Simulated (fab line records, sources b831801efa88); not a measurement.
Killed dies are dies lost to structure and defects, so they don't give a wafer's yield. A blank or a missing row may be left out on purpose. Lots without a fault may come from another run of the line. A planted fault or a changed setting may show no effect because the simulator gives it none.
One fault seen from 2 desks | flow gf180mcu | each desk has only its own numbers; what lay behind them comes last

THE METROLOGY DESK
What the gauges read, lot by lot, whatever tool the lot ran on: means of the sampled wafers that have a number. A lot is out of limits, marked OUT, if its mean lies more than 4 standard deviations from the usual mean; the brackets give that distance.
Columns: A = CONTACT_OVL at GF_CONTACT_OVL_MEAS_15, usual -1 nm; B = M2_ALCU_RS at GF_M2_RS_MEAS_05, usual 0.0695 ohm/sq; C = cd_nm at GF_V2_CD_MEAS_14, usual 260.1 nm
lot  | first seen here | A  | B      | C
L849 | day 16 03:17    | -5 | 0.0685 | 260.7
L850 | day 16 10:19    | -1 | 0.0705 | 260.4
L851 | day 16 18:50    | -4 | 0.0690 | 260.2
L853 | day 17 16:28    | 5  | 0.0688 | 261.0
L854 | day 17 23:48    | -2 | 0.0698 | 260.2
L856 | day 18 15:58    | -1 | 0.0711 | 260.8
L858 | day 19 11:14    | -2 | 0.0696 | 260.0
L859 | day 20 02:52    | 6  | 0.0704 | 260.4
L865 | day 22 12:37    | -4 | 0.0689 | 261.5
L867 | day 23 02:19    | -4 | 0.0690 | 260.7
L869 | day 23 09:58    | -6 | 0.0681 | 260.2
L868 | day 23 13:59    | -3 | 0.0683 | 259.7
L870 | day 23 15:40    | 0  | 0.0681 | 261.0
L871 | day 24 06:59    | -3 | 0.0697 | 259.0
L872 | day 24 11:07    | 5  | 0.0683 | 261.5
This desk's finding: nothing out of limits on any of the 15 lots.

THE TOOL OWNER'S DESK: litho_track-04
The tool's own readings at GF_POLY_GATE_DEVELOP_09 (develop time 60 s): means of the sampled wafers that have a number, for each lot that ran on this tool. A lot is out of limits, marked OUT, if its mean lies more than 4 standard deviations from the usual mean; the brackets give that distance.
Columns: A = developer_temp_C at GF_POLY_GATE_DEVELOP_09, usual 20.97 C
lot  | first seen here | A
L850 | day 9 12:30     | 20.97
L854 | day 10 17:02    | 20.98
L856 | day 11 04:44    | 20.20 (-7.7) OUT
L858 | day 11 19:17    | 19.98 (-9.9) OUT
L859 | day 12 06:23    | 20.22 (-7.5) OUT
L867 | day 14 22:29    | 20.84
L870 | day 15 11:31    | 20.96
This desk's finding: out of limits on L856, L858, L859; first on L856, day 11 04:44 (developer_temp_C at GF_POLY_GATE_DEVELOP_09). In limits: L850, L854, L867, L870.

PUT TOGETHER
The tool owner's desk could have raised an alarm at day 11 04:44, on L856, L858, L859.
The metrology desk saw nothing out of limits.
The metrology desk has L856, L858, L859 on record, within its limits.
Of the lots named, all ran GF_POLY_GATE_DEVELOP_09 on litho_track-04.

WHAT THE SIMULATOR HAD PUT IN
Process parameter drift: litho_track-04, from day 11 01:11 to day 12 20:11, at GF_POLY_GATE_DEVELOP_09. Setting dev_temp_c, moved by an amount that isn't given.
Lots struck among those shown: L856, L858, L859.
Hours from the fault's start to each desk's first reading out of limits: the tool owner's desk, 4.
